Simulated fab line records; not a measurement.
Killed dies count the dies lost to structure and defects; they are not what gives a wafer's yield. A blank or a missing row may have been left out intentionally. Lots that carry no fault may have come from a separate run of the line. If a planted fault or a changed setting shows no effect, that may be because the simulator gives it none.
Which tool was responsible? + flow sky130 + 12 lots, 36 wafers sampled, at 6 steps of a route of 708

## WHAT THE GAUGES SHOWED, per wafer
No reading from a measuring or inspecting step in the record can be judged against a usual standard deviation.

## WHAT TOOL EACH LOT RAN ON (gives the tool, then ch and the chambers of the sampled wafers, and finally the start)
| lot  | SKY_METAL4_SPUTTER_03       | SKY_CAP2M_CVD_00                | SKY_VIA4_CMP_02               | SKY_VIA4_ETCH_12                  | SKY_VIA4_SPUTTER_17         | SKY_PAD_OPEN_PROBE_99   |
|------|-----------------------------|---------------------------------|-------------------------------|-----------------------------------|-----------------------------|-------------------------|
| L447 | pvdSputter-02, day 39 15:40 | pecvd-02 ch 0,2, day 39 15:44   | cmp-01 ch 0,1,3, day 41 17:27 | rieDiel-04 ch 0,1,2, day 42 15:58 | pvdSputter-02, day 42 16:37 | prober-02, day 45 15:17 |
| L449 | pvdSputter-04, day 40 06:48 | pecvd-03 ch 0,2, day 40 06:52   | cmp-02 ch 0,1,3, day 42 07:05 | rieDiel-03 ch 1,2, day 43 05:38   | pvdSputter-01, day 43 06:19 | prober-02, day 46 03:23 |
| L450 | pvdSputter-02, day 40 11:22 | pecvd-02 ch 0,2, day 40 11:26   | cmp-01 ch 0,1,2, day 42 12:58 | rieDiel-01 ch 1,2,3, day 43 12:43 | pvdSputter-03, day 43 13:25 | -                       |
| L453 | pvdSputter-02, day 41 17:35 | pecvd-04 ch 0,2, day 41 17:39   | cmp-01 ch 1,2,3, day 43 16:24 | rieDiel-01 ch 0,1, day 44 14:46   | pvdSputter-03, day 44 15:28 | prober-02, day 47 09:14 |
| L456 | pvdSputter-02, day 42 11:02 | pecvd-04 ch 0,1,2, day 42 11:06 | cmp-02 ch 1,2, day 44 09:11   | rieDiel-01 ch 1,2, day 45 06:52   | pvdSputter-01, day 45 07:34 | prober-02, day 48 01:15 |
| L457 | pvdSputter-02, day 43 01:31 | pecvd-04 ch 0,1,2, day 43 01:35 | cmp-01 ch 2,3, day 44 23:59   | rieDiel-01 ch 1,2, day 45 22:04   | pvdSputter-01, day 45 22:44 | prober-01, day 48 14:44 |
| L454 | pvdSputter-02, day 43 03:55 | pecvd-03 ch 0,1,2, day 43 03:59 | cmp-02 ch 1,2, day 45 02:05   | rieDiel-04 ch 2,3, day 45 23:37   | pvdSputter-03, day 46 00:16 | prober-02, day 48 15:25 |
| L458 | pvdSputter-02, day 43 04:26 | pecvd-02 ch 0,2, day 43 04:30   | cmp-01 ch 0,3, day 45 03:17   | rieDiel-03 ch 0,1,2, day 46 00:44 | pvdSputter-02, day 46 01:25 | prober-01, day 48 16:40 |
| L459 | pvdSputter-04, day 43 12:10 | pecvd-03 ch 0,1, day 43 12:14   | cmp-01 ch 0,2,3, day 45 10:48 | rieDiel-03 ch 0,1,3, day 46 07:23 | pvdSputter-02, day 46 08:04 | prober-02, day 48 23:26 |
| L466 | pvdSputter-04, day 45 09:48 | pecvd-04 ch 0,1,2, day 45 09:52 | cmp-02 ch 0,1,2, day 47 05:20 | rieDiel-01 ch 0,2,3, day 48 01:43 | pvdSputter-01, day 48 02:23 | -                       |
| L468 | pvdSputter-04, day 45 13:24 | pecvd-03 ch 1,2, day 45 13:28   | cmp-01 ch 1,2,3, day 47 08:03 | rieDiel-04 ch 2,3, day 48 04:04   | pvdSputter-02, day 48 04:46 | -                       |
| L469 | pvdSputter-02, day 45 16:30 | pecvd-02 ch 0,1, day 45 16:34   | cmp-01 ch 1,3, day 47 11:20   | rieDiel-03 ch 1,3, day 48 07:28   | pvdSputter-03, day 48 08:16 | prober-02, day 50 15:56 |
- SKY_METAL4_SPUTTER_03: material Ti, target thk 5 nm, time 3.3 s.
- SKY_CAP2M_CVD_00: deposits SiO2, target thk 15.5 nm.
- SKY_VIA4_CMP_02: polishes SiO2.
- SKY_VIA4_ETCH_12: etches SiO2 in C4F8/O2/Ar, stops on TiN, target depth 580 nm.
- SKY_VIA4_SPUTTER_17: material TiN, target thk 20 nm, time 80 s.
- SKY_PAD_OPEN_PROBE_99

## AS READ BY THE TOOLS THEMSELVES (means over the sampled wafers that have a number; for cases with no such wafer, the mark the record gives instead)
SKY_METAL4_SPUTTER_03.
| lot  | tool          | throttleValvePct (%) |
|------|---------------|----------------------|
| L447 | pvdSputter-02 | 30.2                 |
| L449 | pvdSputter-04 | 30.4                 |
| L450 | pvdSputter-02 | 30.6                 |
| L453 | pvdSputter-02 | 30.0                 |
| L456 | pvdSputter-02 | 30.7                 |
| L457 | pvdSputter-02 | 30.2                 |
| L454 | pvdSputter-02 | 30.8                 |
| L458 | pvdSputter-02 | 31.2                 |
| L459 | pvdSputter-04 | 30.5                 |
| L466 | pvdSputter-04 | 29.6                 |
| L468 | pvdSputter-04 | 30.2                 |
| L469 | pvdSputter-02 | 30.7                 |

SKY_CAP2M_CVD_00.
| lot  | tool     | heaterPowerW (W) |
|------|----------|------------------|
| L447 | pecvd-02 | 663              |
| L449 | pecvd-03 | 716              |
| L450 | pecvd-02 | 782              |
| L453 | pecvd-04 | 662              |
| L456 | pecvd-04 | 721              |
| L457 | pecvd-04 | 748              |
| L454 | pecvd-03 | 662              |
| L458 | pecvd-02 | 750              |
| L459 | pecvd-03 | 695              |
| L466 | pecvd-04 | 711              |
| L468 | pecvd-03 | 657              |
| L469 | pecvd-02 | 841              |

SKY_VIA4_CMP_02.
| lot  | tool   | motorCurrentA (A) |
|------|--------|-------------------|
| L447 | cmp-01 | 11.4              |
| L449 | cmp-02 | 11.7              |
| L450 | cmp-01 | 12.0              |
| L453 | cmp-01 | 12.2              |
| L456 | cmp-02 | 12.5              |
| L457 | cmp-01 | 13.2              |
| L454 | cmp-02 | 12.6              |
| L458 | cmp-01 | 12.1              |
| L459 | cmp-01 | 12.5              |
| L466 | cmp-02 | 12.0              |
| L468 | cmp-01 | 12.1              |
| L469 | cmp-01 | 11.5              |

SKY_VIA4_ETCH_12.
| lot  | tool       | biasW (W) | oesProductAu (a.u.) |
|------|------------|-----------|---------------------|
| L447 | rieDiel-04 | 1202      | 0.926               |
| L449 | rieDiel-03 | 1199      | 0.922               |
| L450 | rieDiel-01 | 1201      | 0.925               |
| L453 | rieDiel-01 | 1202      | 0.928               |
| L456 | rieDiel-01 | 1201      | 0.922               |
| L457 | rieDiel-01 | 1201      | 0.922               |
| L454 | rieDiel-04 | 1202      | 0.927               |
| L458 | rieDiel-03 | 1200      | 0.929               |
| L459 | rieDiel-03 | 1203      | 0.927               |
| L466 | rieDiel-01 | 1197      | 0.924               |
| L468 | rieDiel-04 | 1203      | 0.874               |
| L469 | rieDiel-03 | 1199      | 0.870               |

SKY_VIA4_SPUTTER_17.
| lot  | tool          | throttleValvePct (%) |
|------|---------------|----------------------|
| L447 | pvdSputter-02 | 30.3                 |
| L449 | pvdSputter-01 | 29.1                 |
| L450 | pvdSputter-03 | 29.6                 |
| L453 | pvdSputter-03 | 29.7                 |
| L456 | pvdSputter-01 | 29.0                 |
| L457 | pvdSputter-01 | 31.0                 |
| L454 | pvdSputter-03 | 29.5                 |
| L458 | pvdSputter-02 | 30.7                 |
| L459 | pvdSputter-02 | 30.3                 |
| L466 | pvdSputter-01 | 30.2                 |
| L468 | pvdSputter-02 | 30.2                 |
| L469 | pvdSputter-03 | 29.6                 |

SKY_PAD_OPEN_PROBE_99.
| lot  | tool      | defectLimitedYield (%) | killed_at_M0_to_M3 | killed_at_M4_up | killedAtContacts | killedAtFrontEnd | killedAtOther | killedDies | killedOpen | killedShort | sort_bin_3_pad_short (%) | sort_bin_5_function (%) | sort_bin_6_memory (%) | sortNPass | sortYieldPct (%) |
|------|-----------|------------------------|--------------------|-----------------|------------------|------------------|---------------|------------|------------|-------------|--------------------------|-------------------------|-----------------------|-----------|------------------|
| L447 | prober-02 | 84.8                   | 35                 | 3.7             | 25               | 11               | 0.0           | 75         | 41         | 34          | 0.7                      | 8.5                     | 6.0                   | 417       | 84.8             |
| L449 | prober-02 | 84.8                   | 36                 | 3.0             | 21               | 14               | 1.0           | 75         | 38         | 37          | 0.7                      | 8.9                     | 5.7                   | 417       | 84.8             |
| L453 | prober-02 | 82.4                   | 40                 | 2.0             | 22               | 21               | 0.7           | 86         | 46         | 40          | 1.1                      | 10.8                    | 5.7                   | 406       | 82.4             |
| L456 | prober-02 | 84.2                   | 40                 | 3.7             | 24               | 10               | 0.3           | 78         | 45         | 32          | 0.9                      | 9.6                     | 5.3                   | 414       | 84.2             |
| L457 | prober-01 | 82.4                   | 39                 | 2.7             | 27               | 18               | 0.3           | 86         | 48         | 38          | 0.7                      | 9.7                     | 7.2                   | 406       | 82.4             |
| L454 | prober-02 | 82.5                   | 49                 | 1.3             | 15               | 20               | 0.0           | 86         | 47         | 38          | 1.0                      | 9.4                     | 7.1                   | 406       | 82.5             |
| L458 | prober-01 | 83.7                   | 42                 | 3.3             | 19               | 15               | 0.0           | 80         | 44         | 36          | 0.8                      | 9.8                     | 5.6                   | 412       | 83.7             |
| L459 | prober-02 | 82.9                   | 33                 | 3.3             | 26               | 21               | 0.3           | 84         | 41         | 44          | 0.8                      | 10.9                    | 5.4                   | 408       | 82.9             |
| L469 | prober-02 | 83.6                   | 38                 | 3.3             | 22               | 17               | 1.3           | 81         | 44         | 36          | 1.0                      | 9.8                     | 5.6                   | 411       | 83.6             |

## THE ANSWER, worked out from the rows above alone
Rule: usual is defined by the lots themselves. Put in order of their means at a reading, lots are off if they are a third of the lots or fewer, leave a main group of 4 or more, and stand apart from it by a gap of 3 or more times the standard deviation of the main group's means; of several such gaps the widest counts. A main group is skipped when, at the precision printed for the reading in the tables above, its means are all equal. Also off: a lot with no number at a reading for which 4 or more lots have one. Any other lot the step has rows for is counted as sound. The gauges are gone through in route order, then the tools' own readings, and for those a lot's mean is taken as printed above. At the first step where some lot is off, the reading lying furthest off is the one used; lots without a number count as furthest.
Off: L468, L469 (SKY_VIA4_ETCH_12, oesProductAu). The main group has a mean of 0.925 a.u. with a standard deviation of 0.0025.
A tool fits if, at that step or a process step before it, it ran every lot that is off, and no sound lot after the first of them. One fits: SKY_VIA4_CMP_02 on cmp-01. A fault onset in the window from L459 (day 45 10:48, its last sound lot) to L468 (day 47 08:03, its first lot off) fits.

## WHAT WAS PUT IN BY THE SIMULATOR
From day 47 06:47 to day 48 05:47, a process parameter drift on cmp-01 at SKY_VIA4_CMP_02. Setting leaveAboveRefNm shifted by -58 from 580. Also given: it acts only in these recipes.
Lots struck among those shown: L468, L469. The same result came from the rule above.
